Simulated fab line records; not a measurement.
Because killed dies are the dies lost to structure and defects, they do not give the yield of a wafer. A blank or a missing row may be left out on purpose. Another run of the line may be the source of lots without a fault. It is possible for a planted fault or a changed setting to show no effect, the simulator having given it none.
Which tool was responsible? | flow sfq-line | 15 lots, 45 wafers sampled, at 3 steps of a route of 325

== WHAT THE GAUGES READ, wafer by wafer ==
The record holds no reading of a measuring or inspecting step that can be judged against a usual standard deviation.

== TOOL THAT RAN EACH LOT (tool first, then ch and the chambers of the sampled wafers, then the start) ==
lot  | SFQ_TRILAYER_I7_CMP_CMP_184   | SFQ_TRILAYER_I7_METRO_MEASURE_185 | SFQ_TRILAYER_I7_VIA_ETCH_VIA_ETCH_190
L828 | cmp-02 ch 0,1,3, day 71 02:20 | film-metro-03, day 71 05:27       | rie-diel-02 ch 0,1,2, day 75 05:46
L830 | cmp-01 ch 1,2,3, day 71 14:50 | film-metro-04, day 71 16:39       | rie-diel-01 ch 1,3, day 75 08:11
L831 | cmp-02 ch 0,3, day 77 07:20   | film-metro-03, day 77 09:58       | rie-diel-04 ch 0,1, day 80 23:08
L833 | cmp-02 ch 0,1,3, day 77 18:22 | film-metro-04, day 77 20:41       | rie-diel-01 ch 0,1, day 81 13:32
L834 | cmp-01 ch 0,2,3, day 80 11:25 | film-metro-03, day 80 14:14       | rie-diel-01 ch 0,1,3, day 84 07:59
L835 | cmp-01 ch 2,3, day 80 15:40   | film-metro-02, day 80 19:11       | rie-diel-04 ch 0,1,2, day 84 10:23
L836 | cmp-01 ch 1,2,3, day 80 19:40 | film-metro-03, day 80 22:11       | rie-diel-02 ch 0,1,2, day 84 12:47
L837 | cmp-01 ch 0,2,3, day 81 02:08 | film-metro-03, day 81 05:40       | rie-diel-04 ch 2,3, day 84 18:01
L838 | cmp-01 ch 0,2, day 81 12:02   | film-metro-04, day 81 14:40       | rie-diel-04 ch 0,2,3, day 85 01:13
L839 | cmp-02 ch 0,2,3, day 81 14:31 | film-metro-02, day 81 16:38       | rie-diel-02 ch 0,1,3, day 85 04:49
L840 | cmp-01 ch 0,1,3, day 81 18:55 | film-metro-04, day 81 22:26       | rie-diel-01 ch 0,2,3, day 85 08:25
L846 | cmp-02 ch 0,2,3, day 83 04:07 | film-metro-04, day 83 06:14       | rie-diel-04 ch 0,2,3, day 86 09:40
L848 | cmp-01 ch 0,2,3, day 84 01:55 | film-metro-02, day 84 04:02       | rie-diel-01 ch 1,3, day 87 06:00
L849 | cmp-02 ch 1,3, day 84 06:37   | film-metro-03, day 84 09:14       | rie-diel-04 ch 1,3, day 87 12:00
L850 | cmp-02 ch 1,2,3, day 84 10:37 | film-metro-02, day 84 12:26       | rie-diel-01 ch 1,2,3, day 87 16:48
- SFQ_TRILAYER_I7_CMP_CMP_184: polishes SiO2.
- SFQ_TRILAYER_I7_METRO_MEASURE_185
- SFQ_TRILAYER_I7_VIA_ETCH_VIA_ETCH_190: etches SiO2 in CHF3, stops on Nb, target depth 260 nm.

== AS READ BY THE TOOLS THEMSELVES (means over the sampled wafers that have a number; for cases with no such wafer, the mark the record gives instead) ==
SFQ_TRILAYER_I7_CMP_CMP_184. Usual: edge-zone-pressure-frac 1.000, standard deviation 0.0047; head-pressure-psi 3.000 psi, standard deviation 0.0071; motor-current-A 9.9 A, standard deviation 1.5; time-to-endpoint-s 218 s, standard deviation 6.4.
lot  | tool   | edge-zone-pressure-frac | head-pressure-psi (psi) | motor-current-A (A) | time-to-endpoint-s (s) | flag
L828 | cmp-02 | 0.999                   | 2.997                   | 10.5                | 213                    |
L830 | cmp-01 | 1.003                   | 2.993                   | 10.6                | 222                    |
L831 | cmp-02 | 0.999                   | 2.999                   | 9.7                 | 217                    |
L833 | cmp-02 | 0.998                   | 3.000                   | 10.4                | 213                    |
L834 | cmp-01 | 1.000                   | 3.006                   | 9.9                 | 225                    |
L835 | cmp-01 | 1.004                   | 3.003                   | 11.3                | 225                    |
L836 | cmp-01 | 1.002                   | 2.999                   | 10.6                | 215                    |
L837 | cmp-01 | 1.002                   | 3.002                   | 9.9                 | 227                    |
L838 | cmp-01 | -                       | -                       | -                   | -                      | OFF
L839 | cmp-02 | -                       | -                       | -                   | -                      | OFF
L840 | cmp-01 | -                       | -                       | -                   | -                      | OFF
L846 | cmp-02 | 0.997                   | 3.005                   | 9.6                 | 216                    |
L848 | cmp-01 | 0.997                   | 2.994                   | 9.9                 | 216                    |
L849 | cmp-02 | 1.000                   | 3.000                   | 9.8                 | 220                    |
L850 | cmp-02 | 0.999                   | 2.998                   | 10.1                | 225                    |

SFQ_TRILAYER_I7_METRO_MEASURE_185. Usual: thk-nm reads 200.8 nm (standard deviation 1).
lot  | tool          | thk-nm (nm) | flag
L828 | film-metro-03 | 200.1       |
L830 | film-metro-04 | 201.5       |
L831 | film-metro-03 | 200.0       |
L833 | film-metro-04 | 200.6       |
L834 | film-metro-03 | 201.8       |
L835 | film-metro-02 | 202.7       |
L836 | film-metro-03 | 200.6       |
L837 | film-metro-03 | 199.7       |
L838 | film-metro-04 | 495.2       | OFF
L839 | film-metro-02 | 499.5       | OFF
L840 | film-metro-04 | 503.6       | OFF
L846 | film-metro-04 | 200.5       |
L848 | film-metro-02 | 198.1       |
L849 | film-metro-03 | 200.8       |
L850 | film-metro-02 | 200.6       |

SFQ_TRILAYER_I7_VIA_ETCH_VIA_ETCH_190. Usual: chamber-pressure-mTorr 30.000 mTorr, standard deviation 0.028; drypump-motor-current-A 5.6 A, standard deviation 0.3; oes-product-au 0.856 a.u., standard deviation 0.0052.
lot  | tool        | chamber-pressure-mTorr (mTorr) | drypump-motor-current-A (A) | oes-product-au (a.u.) | flag
L828 | rie-diel-02 | 30.041                         | 5.5                         | 0.851                 |
L830 | rie-diel-01 | 30.012                         | 5.6                         | 0.856                 |
L831 | rie-diel-04 | 29.988                         | 5.8                         | 0.855                 |
L833 | rie-diel-01 | 30.008                         | 5.8                         | 0.863                 |
L834 | rie-diel-01 | 29.971                         | 5.6                         | 0.857                 |
L835 | rie-diel-04 | 30.008                         | 5.6                         | 0.860                 |
L836 | rie-diel-02 | 30.017                         | 5.5                         | 0.854                 |
L837 | rie-diel-04 | 29.976                         | 5.5                         | 0.856                 |
L838 | rie-diel-04 | 29.989                         | 5.4                         | 1.636                 | OFF
L839 | rie-diel-02 | 29.992                         | 5.4                         | 1.611                 | OFF
L840 | rie-diel-01 | 29.977                         | 5.7                         | 1.639                 | OFF
L846 | rie-diel-04 | 30.025                         | 5.4                         | 0.857                 |
L848 | rie-diel-01 | 29.993                         | 5.4                         | 0.849                 |
L849 | rie-diel-04 | 29.986                         | 5.6                         | 0.852                 |
L850 | rie-diel-01 | 29.995                         | 5.7                         | 0.855                 |

== THE ANSWER, worked out from the rows above alone ==
Rule: take the mean of a lot's wafers that have a number; if it is more than 3 standard deviations from the usual mean, the lot is off. A lot without any number at a reading at which 4 lots or more have one is off too. Where the step has rows for the other lots, those lots are counted as sound. Order of review: gauges by route order, followed by the tools' own readings, for which a lot's mean as printed above is used. At the first step where some lot is off, the reading lying furthest off is the one used; lots without a number count as furthest.
Off at SFQ_TRILAYER_I7_CMP_CMP_184 (edge-zone-pressure-frac): L838, L839, L840. Without a number there: L838, L839, L840.
A tool fits if, at that step or a process step before it, it ran every lot that is off, and no sound lot after the first of them. Of those tried, none fits.

== WHAT HAD BEEN PUT IN BY THE SIMULATOR ==
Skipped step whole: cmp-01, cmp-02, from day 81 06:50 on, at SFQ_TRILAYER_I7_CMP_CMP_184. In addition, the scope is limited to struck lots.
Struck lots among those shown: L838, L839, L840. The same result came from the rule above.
